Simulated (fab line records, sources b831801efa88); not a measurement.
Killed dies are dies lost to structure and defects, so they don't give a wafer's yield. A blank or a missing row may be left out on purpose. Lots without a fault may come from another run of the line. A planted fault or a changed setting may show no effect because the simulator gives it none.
A struck lot beside a sound one | flow sfq_line | 41 steps out of a route of 325
Sound: wafers L936.2, L936.4, L936.6. Struck: wafers L940.2, L940.3, L940.4. The cause comes at the end.
At each step with rows: each side's tool, then ch and its chambers, then its first start. Under that, the readings that differ: sound wafers | struck wafers | difference of the means | sigmas: that difference in standard deviations of wafers without a fault.
alike: readings whose means differ by less than 2 such deviations, and words and numbers that are the same on both sides. not compared: withheld readings, readings that some wafer has no value for, bounds like >300 that may hide the same value, and numbers for which the record gives no deviation and whose values overlap.
The two part at a step that has a row with sigmas, a row that says differs or no value, or rows on one side only. Numbers that don't overlap but have no deviation are shown without sigmas and don't part them. A reading that every wafer of one side lacks parts them only if that side has two wafers or more.

first, 2 steps without rows for these wafers: SFQ_TRILAYER_M1_DEP_PRE_CLEAN_038 (time 22.5 s); SFQ_TRILAYER_M1_DEP_SPUTTER_037 (material Nb, target thk 200 nm, time 133.3 s).
SFQ_M1_RS_MEAS_909: measures by four-point-probe.
  sound on film_metro-04, day 23 15:57; struck on film_metro-01, day 25 08:32
  alike: M1_NB_RS
then, 6 steps without rows for these wafers: SFQ_TRILAYER_M1_LITHO_COAT_044 (resist thk 62 nm); SFQ_TRILAYER_M1_LITHO_COAT_039 (resist thk 600 nm); SFQ_TRILAYER_M1_LITHO_SOFTBAKE_043; SFQ_TRILAYER_M1_LITHO_EXPOSE_040 (exposes mask M1, target cd 500 nm); SFQ_TRILAYER_M1_LITHO_PEB_042 (peb time 60 s); SFQ_TRILAYER_M1_LITHO_DEVELOP_041 (time 60 s).
-- the record jumps here: 7 days lie between the struck wafers' starts before and after --
SFQ_M1_OVL_MEAS_911:
  sound on overlay-01, day 30 05:22; struck on overlay-01, day 32 06:34
  alike: M1_OVL
then, 1 step without rows for these wafers: SFQ_TRILAYER_M1_BARC_OPEN_METAL_ETCH_054 (etches BARC in O2, target depth 125 nm, time 41.7 s).
SFQ_TRILAYER_M1_ETCH_METAL_ETCH_042: etches Nb in Cl2/Ar, stops on SiO2, target depth 240 nm, time 120 s.
  sound on rie_metal-04 ch 0,1, day 30 05:28; struck on rie_metal-04 ch 0,1, day 32 06:40
  reading                                             | sound             | struck            | difference | sigmas
  oes_product_au (a.u.)                               | 0.891 0.902 0.896 | 0.814 0.811 0.808 | -0.085     | -12
  model.KrF_of_TRILAYER_M1_LITHO_COAT_039.thk_nm (nm) | 382.2 381.7 380.7 | 421.7 422.7 424.2 | +41.3      |
  model.etch.depth_nm (nm)                            | 200.5 201.6 200.8 | 165.7 166 165.1   | -35.4      |
  model.M1.feature_depth_nm (nm)                      | 200.5 201.6 200.8 | 165.7 166 165.1   | -35.4      |
  alike: drypump_motor_current_A
  not compared: rf_hours_counter_h
then, 2 steps without rows for these wafers: SFQ_TRILAYER_M1_STRIP_STRIP_043 (strips in O2); SFQ_TRILAYER_M1_STRIP_SOLV_CLEAN_044 (cleans in NMP, time 600 s).
SFQ_TRILAYER_I1_DEP_PECVD_045: deposits SiO2 from SiH4/N2O, time 111.11 s, target thk 500 nm.
  sound on pecvd-04 ch 0,1,2, day 30 06:22; struck on pecvd-03 ch 1,2, day 32 07:34
  alike: heater_power_w, throttle_valve_pct
then, 1 step without rows for these wafers: SFQ_TRILAYER_I1_CMP_CMP_046 (polishes SiO2).
SFQ_I1_BOW_MEAS_912:
  sound on film_metro-02, day 31 01:45; struck on film_metro-03, day 32 10:40
  alike: I1_BOW
then, 7 steps without rows for these wafers: SFQ_TRILAYER_I1_METRO_MEASURE_047; SFQ_TRILAYER_I1_VIA_LITHO_COAT_054 (resist thk 62 nm); SFQ_TRILAYER_I1_VIA_LITHO_COAT_049 (resist thk 650 nm); SFQ_TRILAYER_I1_VIA_LITHO_SOFTBAKE_053; SFQ_TRILAYER_I1_VIA_LITHO_EXPOSE_050 (exposes mask I1, target cd 500 nm); SFQ_TRILAYER_I1_VIA_LITHO_PEB_052 (peb time 60 s); SFQ_TRILAYER_I1_VIA_LITHO_DEVELOP_051 (time 60 s).
-- the record jumps here: 6 days lie between the struck wafers' starts before and after --
SFQ_I1_OVL_MEAS_913:
  sound on overlay-01, day 37 10:17; struck on overlay-02, day 38 15:05
  reading     | sound    | struck | difference | sigmas
  I1_OVL (nm) | -6 -7 -5 | 10 6 4 | +13        | +3
then, 1 step without rows for these wafers: SFQ_TRILAYER_I1_VIA_BARC_OPEN_VIA_ETCH_071 (etches BARC in O2, target depth 125 nm, time 41.7 s).
SFQ_TRILAYER_I1_VIA_ETCH_VIA_ETCH_052: etches SiO2 in CHF3, stops on Nb, target depth 260 nm.
  sound on rie_diel-04 ch 1,3, day 37 10:22; struck on rie_diel-03 ch 1,3, day 38 15:10
  alike: drypump_motor_current_A, oes_product_au
SFQ_TRILAYER_I1_VIA_STRIP_STRIP_053: strips in O2.
  sound on rie_metal-02 ch 0,1, day 37 10:29; struck on rie_metal-02 ch 0,1, day 38 15:17
  alike: drypump_motor_current_A, oes_product_au
  not compared: rf_hours_counter_h
then, 2 steps without rows for these wafers: SFQ_TRILAYER_I1_VIA_STRIP_SOLV_CLEAN_054 (cleans in NMP, time 600 s); SFQ_TRILAYER_M2_DEP_PRE_CLEAN_056 (time 22.5 s).
SFQ_TRILAYER_M2_DEP_SPUTTER_055: material Nb, target thk 200 nm, time 133.3 s.
  sound on pvd_sputter-03, day 37 11:17; struck on pvd_sputter-03, day 38 16:16
  alike: chamber_pressure_pa, throttle_valve_pct
SFQ_M2_RS_MEAS_914: measures by four-point-probe.
  sound on film_metro-04, day 37 11:23; struck on film_metro-01, day 38 16:22
  alike: M2_NB_RS
then, 6 steps without rows for these wafers: SFQ_TRILAYER_M2_LITHO_COAT_062 (resist thk 62 nm); SFQ_TRILAYER_M2_LITHO_COAT_057 (resist thk 600 nm); SFQ_TRILAYER_M2_LITHO_SOFTBAKE_061; SFQ_TRILAYER_M2_LITHO_EXPOSE_058 (exposes mask M2, target cd 500 nm); SFQ_TRILAYER_M2_LITHO_PEB_060 (peb time 60 s); SFQ_TRILAYER_M2_LITHO_DEVELOP_059 (time 60 s).
-- the record jumps here: 6 days lie between the struck wafers' starts before and after --
SFQ_M2_OVL_MEAS_916:
  sound on overlay-01, day 44 04:17; struck on overlay-01, day 45 02:52
  alike: M2_OVL
SFQ_TRILAYER_M2_BARC_OPEN_METAL_ETCH_077: etches BARC in O2, target depth 125 nm, time 41.7 s.
  sound on rie_metal-01 ch 0,1, day 44 04:19; struck on rie_metal-04 ch 0, day 45 02:55
  reading                     | sound       | struck      | difference | sigmas
  drypump_motor_current_A (A) | 5.9 5.5 5.8 | 6.7 6.7 6.7 | +1.0       | +2
  alike: oes_product_au
  not compared: rf_hours_counter_h
-- the record jumps here: 52 days lie between the struck wafers' starts before and after --
SFQ_M8_BOW_MEAS_951:
  sound on film_metro-03, day 95 22:08; struck on film_metro-03, day 97 02:36
  reading                       | sound    | struck | difference | sigmas
  M8_BOW (um)                   | 37 39 29 | 18 1 2 | -28        | -3
  model.etest.m1.comb_log10_ohm | 12 12 12 | 0 0 0  | -12        |

WHERE THEY PART
First at SFQ_TRILAYER_M1_ETCH_METAL_ETCH_042; last, within this record, at SFQ_M8_BOW_MEAS_951.

WHY: what the simulator had put in
Process parameter drift: rie_metal-04, from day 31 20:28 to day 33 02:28, at SFQ_TRILAYER_M1_ETCH_METAL_ETCH_042. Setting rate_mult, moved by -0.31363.
